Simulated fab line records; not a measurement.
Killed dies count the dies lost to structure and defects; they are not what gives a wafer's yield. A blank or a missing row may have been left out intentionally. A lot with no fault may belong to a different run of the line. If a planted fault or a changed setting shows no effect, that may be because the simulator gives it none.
Matching of chambers    flow sky130    SKY_FIELD_ISO_ETCH_17 on rieSi-01 has 4 sister chambers
The step etches Si in HBr/Cl2/O2, target depth 342 nm, time 97.7 s. 4 wafers are shown with their chamber, then 12 later ones without.

WAFERS PAIRED WITH THEIR CHAMBERS
wafer   chamber  drypumpMotorCurrentA (A)
L086.4  0        6.2
L089.6  2        6.1
L090.3  3        5.2
L090.5  1        6.2

WAFERS WHOSE CHAMBER IS MISSING
wafer   drypumpMotorCurrentA (A)
L093.2  6.2
L093.3  5.2
L093.5  6.2
L094.1  5.1
L094.2  6.1
L094.5  6.2
L095.1  6.0
L095.2  6.2
L095.5  5.2
L097.2  6.1
L097.3  6.2
L097.4  5.1

EACH ONE'S CHAMBER
wafer   from the rows above      in truth
L093.2  can't be placed: 0 or 1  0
L093.3  3                        3
L093.5  can't be placed: 0 or 1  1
L094.1  3                        3
L094.2  2                        2
L094.5  can't be placed: 0 or 1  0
L095.1  2                        2
L095.2  can't be placed: 0 or 1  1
L095.5  3                        3
L097.2  2                        2
L097.3  can't be placed: 0 or 1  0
L097.4  3                        3
Correctly placed: 7 of 12. From these rows, 5 cannot be placed; in 5 the true chamber is one of the candidates. Placed wrongly: 0.
How it was worked out, from the rows above alone: a wafer's distance from a chamber is the root of the sum, over the readings, of the square of ((its reading less the chamber's mean) divided by the reading's scatter). If the next closest chamber is less than 2 further off than the closest, the wafer can't be placed; otherwise it belongs to the closest. Each chamber's mean is taken over the wafers shown for it. The scatter: with one shown wafer a chamber, the root of the mean of the squares of how far each hidden wafer lies from its nearest shown one.
